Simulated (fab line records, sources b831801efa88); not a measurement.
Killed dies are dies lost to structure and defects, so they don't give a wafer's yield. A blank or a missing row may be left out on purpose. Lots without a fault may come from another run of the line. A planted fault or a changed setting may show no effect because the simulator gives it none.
fab line records | flow sky130
record lots=6 wafers=18 last_day=50
route steps=708 shown VT_ADJUST_NCORE@122 VT_ADJUST_HVTR@131 PAD_OPEN@708
lots that met no fault: from a run of the same line without faults
start_h: hours from the record's first day to the start of the lot's first wafer shown | wait_h: hours since the lot's step before | " the same as in the row above | L1.1+2: a row that stands for several wafers | - no value, or no start given | * or withheld: withheld | < > ~ a bound
route shown NAME@n: a module of which the file shows steps, and the number in the route of the first | usual: mean/standard deviation of fault-free wafers | same: alike in all rows | chamber/n: place in a boat | sites: the reading at each site | _std_site: their standard deviation | _edge_site: outer sites' mean less inner sites' | radius_mm: how far each site lies from the wafer's centre | mask NAME#n: copy n | behind: the tool/chamber that last shaped the wafer | hold: why the lot was held/for how many hours/how that ended | device: the transistor (n, p or np) that didn't switch | end of line: the same wafers' tests at the end of the route | a step without rows: its recipe alone | killed: dies lost to structure and defects at the first sort, not the wafer's yield | map: a wafer's dies, x killed, . not, _ none there
set.NAME: the setting as run; set.NAME@STEP: as run at that earlier step | model.NAME: the simulator's own value behind a step, which no gauge read
lots at some steps of the route; a table a step, a row a wafer
services: from which hour (start_h, from the record's first day; less than 0 if before it) a tool's chamber was out of use, for how many hours, and why
## steps
# step SKY_VT_ADJUST_NCORE_SOFTBAKE_03
# recipe temp_c=90 time_s=60 resist=NOVOLAK
# step SKY_VT_ADJUST_NCORE_EXPOSE_04
# recipe mask_id=LVTN_COMPLEMENT_THIN na=0.6 source_shape=conventional sigma_outer=0.6 polarization=unpolarized target_cd_nm=380 dose_mj=139
# step SKY_VT_ADJUST_NCORE_PEB_05
# recipe temp_c=withheld time_s=* resist=NOVOLAK
# step SKY_VT_ADJUST_NCORE_DEVELOP_06
# recipe resist=NOVOLAK developer=TMAH develop_time_s=60 dev_temp_c=23
# step SKY_VT_ADJUST_NCORE_CD_MEAS_07
# recipe target_cd_nm=380
# usual cd_nm=379.1/2.5
# columns lot.wafer tool chamber start_h wait_h cd_nm
L129.1 cd_sem-02 - 190.88 0.1 377.9
L129.4 " - " " 377.6
L129.5 " - " " 378.2
L133.2 cd_sem-02 - 220.11 0.2 381.7
L133.3 " - " " 382.1
L133.5 " - " " 383.2
L139.2 cd_sem-01 - 259.03 0.1 379.4
L139.3 " - " " 382.1
L139.4 " - " " 381.4
L140.1 cd_sem-01 - 266.32 0.1 376.7
L140.3 " - " " 373.7
L140.4 " - " " 375.5
L145.2 cd_sem-02 - 299.28 0.1 374.7
L145.4 " - " " 375.5
L145.5 " - " " 374.7
L151.2 cd_sem-01 - 337.89 0.1 379.4
L151.5 " - " " 379.2
L151.6 " - " " 380.8
# step SKY_VT_ADJUST_NCORE_OVL_MEAS_08
# usual VT_ADJUST_NCORE_OVL=-0.2/1.7
# columns lot.wafer tool chamber start_h wait_h VT_ADJUST_NCORE_OVL[nm]
L129.1 overlay-02 - 191.00 0.1 1.4
L129.4 " - " " 0.6
L129.5 " - " " 0.1
L133.2 overlay-02 - 220.21 0.1 -2.4
L133.3 " - " " -2.2
L133.5 " - " " -1.7
L139.2 overlay-02 - 259.14 0.1 1.3
L139.3 " - " " -2.7
L139.4 " - " " 0.9
L140.1 overlay-01 - 266.44 0.1 0.0
L140.3 " - " " -1.9
L140.4 " - " " 0.6
L145.2 overlay-01 - 299.39 0.1 -0.8
L145.4 " - " " -0.2
L145.5 " - " " 0.2
L151.2 overlay-02 - 338.00 0.1 -0.5
L151.5 " - " " -0.4
L151.6 " - " " -0.7
# step SKY_VT_ADJUST_NCORE_IMPLANT_09
# recipe species=B energy_kev=10 dose_cm2=2.4e+12 tilt_deg=withheld
# step SKY_VT_ADJUST_NCORE_STRIP_10
# recipe chemistry=O2/N2 power_w=1400 pressure_mtorr=1500 platen_temp_c=withheld o2_flow_sccm=3000 n2_flow_sccm=300 overash_fraction=0.5
# usual chamber_pressure_mTorr=1500.0/1.3 drypump_motor_current_A=5.69/0.26 oes_product_au=0.715/0.0044 strip_time_to_endpoint_s=14.20/0.043
# columns lot.wafer tool chamber start_h wait_h chamber_pressure_mTorr drypump_motor_current_A oes_product_au rf_hours_counter_h strip_time_to_endpoint_s
L129.1 plasma_asher-02 1 191.19 0.1 1500.2 6.03 0.713 45 14.23
L129.4 " 1 " " 1499.2 6.05 0.709 - 14.23
L129.5 " 1 " " 1500.0 6.02 0.709 - 14.24
L133.2 plasma_asher-02 1 220.39 0.1 1499.2 6.04 0.711 48 14.24
L133.3 " 0 " " 1500.5 5.40 0.705 - 14.20
L133.5 " 0 " " 1501.0 5.42 0.707 - 14.24
L139.2 plasma_asher-04 1 259.32 0.1 1499.0 5.91 0.710 58 14.25
L139.3 " 1 " " 1500.4 5.91 0.706 - 14.20
L139.4 " 0 " " 1499.9 5.42 0.710 - 14.21
L140.1 plasma_asher-04 1 266.63 0.1 1500.6 5.92 0.718 58 14.18
L140.3 " 1 " " 1499.2 5.94 0.713 - 14.24
L140.4 " 0 " " 1502.7 5.44 0.699 - 14.17
L145.2 plasma_asher-04 1 299.57 0.1 1499.0 5.91 0.719 62 14.20
L145.4 " 1 " " 1500.2 5.91 0.710 - 14.19
L145.5 " 0 " " 1498.5 5.42 0.714 - 14.21
L151.2 plasma_asher-02 0 338.18 0.1 1500.9 5.39 0.725 60 14.15
L151.5 " 0 " " 1501.5 5.41 0.710 - 14.20
L151.6 " 1 " " 1497.3 6.03 0.720 - 14.15
# step SKY_VT_ADJUST_NCORE_TW_MEAS_11
# usual VT_ADJUST_NCORE_TW=217.6/1.6
# columns lot.wafer tool chamber start_h wait_h VT_ADJUST_NCORE_TW
L129.1 film_metro-03 - 191.29 0.1 216.4
L129.4 " - " " 216.3
L129.5 " - " " 216.6
L133.2 film_metro-02 - 220.50 0.1 217.4
L133.3 " - " " 218.1
L133.5 " - " " 217.1
L139.2 film_metro-03 - 259.43 0.1 217.5
L139.3 " - " " 217.7
L139.4 " - " " 215.9
L140.1 film_metro-02 - 266.73 0.1 217.1
L140.3 " - " " 216.3
L140.4 " - " " 216.6
L145.2 film_metro-02 - 299.68 0.1 216.9
L145.4 " - " " 216.8
L145.5 " - " " 216.2
L151.2 film_metro-03 - 338.29 0.1 216.8
L151.5 " - " " 217.2
L151.6 " - " " 216.1
# step SKY_VT_ADJUST_HVTR_DEHYDRATE_00
# recipe temp_c=200 time_s=60
# step SKY_VT_ADJUST_HVTR_HMDS_01
# recipe prime_time_s=60 prime_temp_c=120
# step SKY_VT_ADJUST_HVTR_COAT_02
# recipe resist=NOVOLAK spin_rpm=3000 resist_thk_nm=1140
# step SKY_VT_ADJUST_HVTR_SOFTBAKE_03
# recipe temp_c=90 time_s=60 resist=NOVOLAK
# usual heater_power_total_W=56.60/0.045 run_length_s=88.92/0.13
# columns lot.wafer tool chamber start_h wait_h heater_power_total_W run_length_s
L129.1 litho_track-01 0 201.69 0.1 56.58 88.85
L129.4 " 0 " " 56.63 88.92
L129.5 " 0 " " 56.55 88.88
L133.2 litho_track-04 0 232.21 0.1 56.55 89.14
L133.3 " 0 " " 56.56 88.99
L133.5 " 0 " " 56.67 88.99
L139.2 litho_track-01 0 271.86 0.1 56.65 89.05
L139.3 " 0 " " 56.60 88.96
L139.4 " 0 " " 58.54 82.69
L140.1 litho_track-01 0 278.94 0.1 56.62 88.90
L140.3 " 0 " " 56.58 89.00
L140.4 " 0 " " 58.57 82.77
L145.2 litho_track-02 0 311.64 0.1 56.59 89.08
L145.4 " 0 " " 56.60 88.78
L145.5 " 0 " " 56.63 88.96
L151.2 litho_track-02 0 351.54 0.1 56.58 88.95
L151.5 " 0 " " 56.62 89.00
L151.6 " 0 " " 56.54 88.78
# step SKY_VT_ADJUST_HVTR_EXPOSE_04
# recipe mask_id=HVTRM target_cd_nm=380 na=0.6 source_shape=conventional sigma_outer=0.6 dose_mj=150
# step SKY_PAD_OPEN_PROBE_99
# usual killed_at_M0_to_M3=43/6.1 killed_at_M4_up=3.5/2 killed_at_contacts=25/5.1 killed_at_front_end=14/4.2 killed_at_other=0.3/0.55 killed_dies=86/8.3 killed_on_rim=17/3.7 killed_open=46/7.2 killed_short=39/6
# same gross_dies=492 killed_at_back_side=0
# columns lot.wafer tool chamber start_h wait_h killed_at_M0_to_M3 killed_at_M4_up killed_at_contacts killed_at_front_end killed_at_other killed_dies killed_on_rim killed_open killed_short
L129.1 prober-02 - 1087.40 0.1 35 4 33 16 0 88 21 45 43
L129.4 prober-02 - 1087.55 0.2 46 6 16 18 0 86 10 38 48
L129.5 prober-02 - 1087.60 0.2 38 4 27 10 1 80 20 34 44
L133.2 prober-01 - 1115.38 0.1 45 7 15 14 2 83 15 43 38
L133.3 prober-01 - 1115.43 0.2 38 4 24 17 1 84 18 43 39
L133.5 prober-01 - 1115.53 0.2 42 5 25 17 0 89 24 47 41
L139.2 prober-01 - 1145.90 0.1 44 2 19 12 0 77 16 45 31
L139.3 prober-01 - 1145.95 0.2 58 2 24 14 0 98 24 55 42
L139.4 prober-01 - 1146.00 0.2 45 7 24 15 0 91 20 53 37
L140.1 prober-02 - 1145.98 0.1 40 5 34 14 1 94 19 46 45
L140.3 prober-02 - 1146.08 0.2 47 2 26 11 0 86 18 55 30
L140.4 prober-02 - 1146.13 0.2 37 0 26 8 1 72 15 41 31
L145.2 prober-02 - 1165.00 0.1 54 3 19 16 1 93 13 50 43
L145.4 prober-02 - 1165.10 0.2 45 5 16 14 0 80 12 48 32
L145.5 prober-02 - 1165.15 0.2 35 4 22 13 0 74 12 36 38
L151.2 prober-02 - 1195.10 0.1 49 2 20 17 0 88 11 52 36
L151.5 prober-02 - 1195.25 0.2 43 2 24 20 3 92 13 51 41
L151.6 prober-02 - 1195.30 0.2 47 2 23 20 0 92 16 54 38
# killed by level:class
L129.1 CONTACT:geometric_particle:open=14 LI_CONTACT:geometric_particle:open=5 VIA2:geometric_particle:open=5 CONTACT:geometric_particle:short=5 METAL1:geometric_particle:short=5 POLY_GATE:geometric_particle:short=4 POLY_GATE:geometric_particle:open=4 LI_CONTACT:geometric_particle:short=4
L129.4 FIELD_ISO:geometric_particle:short=10 VIA1:geometric_particle:open=9 METAL2:geometric_particle:short=8 VIA2:geometric_particle:open=8 CONTACT:geometric_particle:open=7 METAL1:geometric_particle:short=5 VIA1:geometric_particle:short=5 METAL4:geometric_particle:short=5
L129.5 CONTACT:geometric_particle:open=9 VIA1:geometric_particle:open=8 METAL1:geometric_particle:short=6 LI_CONTACT:geometric_particle:open=6 CONTACT:geometric_particle:short=6 METAL2:geometric_particle:short=5 METAL3:geometric_particle:short=5 VIA1:geometric_particle:short=5
L133.2 VIA1:geometric_particle:open=14 METAL2:geometric_particle:short=10 LI_CONTACT:geometric_particle:open=5 VIA2:geometric_particle:open=5 FIELD_ISO:geometric_particle:short=4 FIELD_ISO:geometric_particle:open=4 METAL4:geometric_particle:short=4 CONTACT:geometric_particle:short=4
L133.3 VIA3:geometric_particle:open=9 LI_CONTACT:geometric_particle:open=8 VIA1:geometric_particle:open=7 CONTACT:geometric_particle:open=7 CONTACT:geometric_particle:short=5 VIA3:geometric_particle:short=5 METAL2:geometric_particle:short=5 METAL4:geometric_particle:short=4
L133.5 VIA1:geometric_particle:open=13 METAL1:geometric_particle:short=8 POLY_GATE:geometric_particle:open=7 METAL2:geometric_particle:short=7 LI_CONTACT:geometric_particle:open=6 CONTACT:geometric_particle:open=6 CONTACT:geometric_particle:short=5 METAL4:geometric_particle:short=5
L139.2 CONTACT:geometric_particle:open=11 METAL1:geometric_particle:short=9 VIA2:geometric_particle:open=9 METAL2:geometric_particle:short=7 VIA1:geometric_particle:open=6 POLY_GATE:geometric_particle:open=5 VIA3:geometric_particle:open=4 POLY_GATE:geometric_particle:short=3
L139.3 VIA1:geometric_particle:open=15 CONTACT:geometric_particle:open=9 VIA2:geometric_particle:open=8 LI_CONTACT:geometric_particle:open=7 METAL2:geometric_particle:short=7 METAL1:geometric_particle:short=5 METAL1:geometric_particle:open=5 POLY_GATE:geometric_particle:short=4
L140.1 VIA1:geometric_particle:open=12 LI_CONTACT:geometric_particle:short=9 LI_CONTACT:geometric_particle:open=7 CONTACT:geometric_particle:open=7 CONTACT:geometric_particle:short=6 METAL1:geometric_particle:short=6 VIA3:geometric_particle:open=5 FIELD_ISO:geometric_particle:short=4
L139.4 VIA1:geometric_particle:open=17 CONTACT:geometric_particle:open=11 METAL1:geometric_particle:short=7 LI_CONTACT:geometric_particle:open=6 VIA3:geometric_particle:open=6 METAL4:geometric_particle:short=5 FIELD_ISO:geometric_particle:open=4 SPACER:geometric_particle:short=4
L140.3 VIA1:geometric_particle:open=14 LI_CONTACT:geometric_particle:open=11 CONTACT:geometric_particle:open=8 VIA3:geometric_particle:open=6 LOCAL_INTERCONNECT:geometric_particle:short=5 METAL2:geometric_particle:short=5 METAL1:geometric_particle:open=4 VIA2:geometric_particle:open=4
L140.4 VIA2:geometric_particle:open=9 VIA1:geometric_particle:open=8 LI_CONTACT:geometric_particle:open=8 CONTACT:geometric_particle:open=7 LOCAL_INTERCONNECT:geometric_particle:short=5 METAL2:geometric_particle:short=5 VIA3:geometric_particle:open=5 CONTACT:geometric_particle:short=4
L145.2 VIA1:geometric_particle:open=10 VIA3:geometric_particle:open=8 METAL1:geometric_particle:short=7 VIA2:geometric_particle:open=7 CONTACT:geometric_particle:open=6 METAL2:geometric_particle:short=6 FIELD_ISO:geometric_particle:short=5 FIELD_ISO:geometric_particle:open=4
L145.4 VIA3:geometric_particle:open=10 VIA1:geometric_particle:open=8 LI_CONTACT:geometric_particle:open=7 CONTACT:geometric_particle:open=5 VIA3:geometric_particle:short=5 METAL4:geometric_particle:short=5 METAL1:geometric_particle:open=4 METAL1:geometric_particle:short=4
L145.5 CONTACT:geometric_particle:open=8 CONTACT:geometric_particle:short=7 VIA2:geometric_particle:open=6 VIA3:geometric_particle:open=6 LOCAL_INTERCONNECT:geometric_particle:short=5 VIA1:geometric_particle:open=5 METAL1:geometric_particle:short=4 METAL4:geometric_particle:short=4
L151.2 VIA1:geometric_particle:open=12 VIA2:geometric_particle:open=12 VIA3:geometric_particle:open=9 POLY_GATE:geometric_particle:short=6 CONTACT:geometric_particle:short=6 METAL1:geometric_particle:short=6 METAL2:geometric_particle:short=6 CONTACT:geometric_particle:open=5
L151.5 VIA3:geometric_particle:open=12 CONTACT:geometric_particle:open=12 VIA1:geometric_particle:open=10 METAL1:geometric_particle:short=8 POLY_GATE:geometric_particle:short=6 POLY_GATE:geometric_particle:open=6 LI_CONTACT:geometric_particle:open=4 CONTACT:geometric_particle:short=4
L151.6 LI_CONTACT:geometric_particle:open=12 VIA1:geometric_particle:open=12 VIA2:geometric_particle:open=8 CONTACT:geometric_particle:open=7 VIA1:geometric_particle:short=7 METAL1:geometric_particle:short=6 FIELD_ISO:geometric_particle:short=5 POLY_GATE:geometric_particle:open=5
## services
# columns tool chamber start_h hours kind
plasma_asher-04 - 234.41 0.7 repair
plasma_asher-04 - 294.56 1.1 repair
## key
first_sign step=SKY_VT_ADJUST_HVTR_SOFTBAKE_03 reading=run_length_s direction=down sigmas=48 usual=* struck=*
effect step=SKY_VT_ADJUST_HVTR_SOFTBAKE_03 reading=heater_power_total_W direction=up sigmas=43 usual=* struck=*
met_at SKY_VT_ADJUST_HVTR_SOFTBAKE_03
struck_wafers L139.4,L140.4
tester_left_out L139,L140
onset_between 201.69 271.86
fault kind=process_parameter_drift tool=litho_track-01 chamber=- onset_h=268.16 steps=SKY_VT_ADJUST_HVTR_SOFTBAKE_03 channel=time_s offset=* shape=step end_h=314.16 scope=struck_wafers_only acts_in=* stated=*
# tester_left_out: of these lots the tester's yield and bins aren't shown, on N5 and GAA mostly nor the transistor test; their killed dies are dies lost to structure and defects alone, not to doping, threshold or leakage, so they don't give the yield
